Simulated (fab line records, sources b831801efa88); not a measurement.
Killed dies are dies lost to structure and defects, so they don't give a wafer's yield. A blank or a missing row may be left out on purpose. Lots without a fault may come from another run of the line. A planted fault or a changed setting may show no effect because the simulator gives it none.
One fault seen from 2 desks | flow gf180mcu | each desk has only its own numbers; what lay behind them comes last

THE TOOL OWNER'S DESK: cvd_w-01
The tool's own readings at GF_V3_CVD_23 (deposits W, target thk 350 nm, time 104.9 s): means of the sampled wafers that have a number, for each lot that ran on this tool. A lot is out of limits, marked OUT, if its mean lies more than 4 standard deviations from the usual mean; the brackets give that distance.
Columns: A = chamber_pressure_Torr at GF_V3_CVD_23, usual 39.99 Torr; B = heater_power_w at GF_V3_CVD_23, usual 949 W
lot  | first seen here | A     | B
L950 | day 22 15:37    | 39.95 | 1000
L951 | day 23 00:59    | 39.92 | 1004
L952 | day 23 14:55    | 40.02 | 1019
L961 | day 26 14:37    | 40.06 | 1057
L962 | day 26 23:14    | 39.97 | 1038
L963 | day 27 08:14    | 39.98 | 1029
This desk's finding: nothing out of limits on any of the 6 lots.

THE METROLOGY DESK
What the gauges read, lot by lot, whatever tool the lot ran on: means of the sampled wafers that have a number. A lot is out of limits, marked OUT, if its mean lies more than 4 standard deviations from the usual mean; the brackets give that distance.
Columns: A = M3_OVL at GF_M3_OVL_MEAS_15, usual 0 nm; B = V3_W_RS at GF_V3_RS_MEAS_24, usual 0.327 ohm/sq; C = cd_nm at GF_M4_CD_MEAS_14, usual 280.1 nm
lot  | first seen here | A   | B               | C
L950 | day 21 13:49    | 3   | 0.333           | 280.5
L951 | day 21 22:02    | -8  | 0.325           | 280.0
L952 | day 22 14:25    | -3  | 0.329           | 279.0
L958 | day 25 02:26    | -5  | 0.328           | 279.1
L961 | day 25 15:54    | 8   | 0.324           | 281.0
L962 | day 25 23:53    | -13 | 0.283 (-14) OUT | 279.7
L963 | day 26 09:22    | -4  | 0.280 (-15) OUT | 278.5
L965 | day 26 22:47    | 2   | 0.325           | 279.8
L966 | day 27 02:34    | 10  | 0.327           | 280.4
L967 | day 27 10:22    | -3  | 0.324           | 280.5
L968 | day 27 20:10    | 4   | 0.325           | 280.4
This desk's finding: out of limits on L962, L963; first on L962, day 26 23:22 (V3_W_RS at GF_V3_RS_MEAS_24). In limits: L950, L951, L952, L958, L961, L965, L966, L967, L968.

PUT TOGETHER
The metrology desk could have raised an alarm at day 26 23:22, on L962, L963.
The tool owner's desk saw nothing out of limits.
The tool owner's desk has L962, L963 on record, within its limits.
Of the lots named, all ran GF_V3_CVD_23 on cvd_w-01.

WHAT THE SIMULATOR HAD PUT IN
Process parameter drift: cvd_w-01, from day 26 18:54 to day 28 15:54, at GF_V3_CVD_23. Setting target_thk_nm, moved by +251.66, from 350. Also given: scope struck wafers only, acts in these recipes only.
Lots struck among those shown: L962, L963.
Hours from the fault's start to each desk's first reading out of limits: the metrology desk, 4.
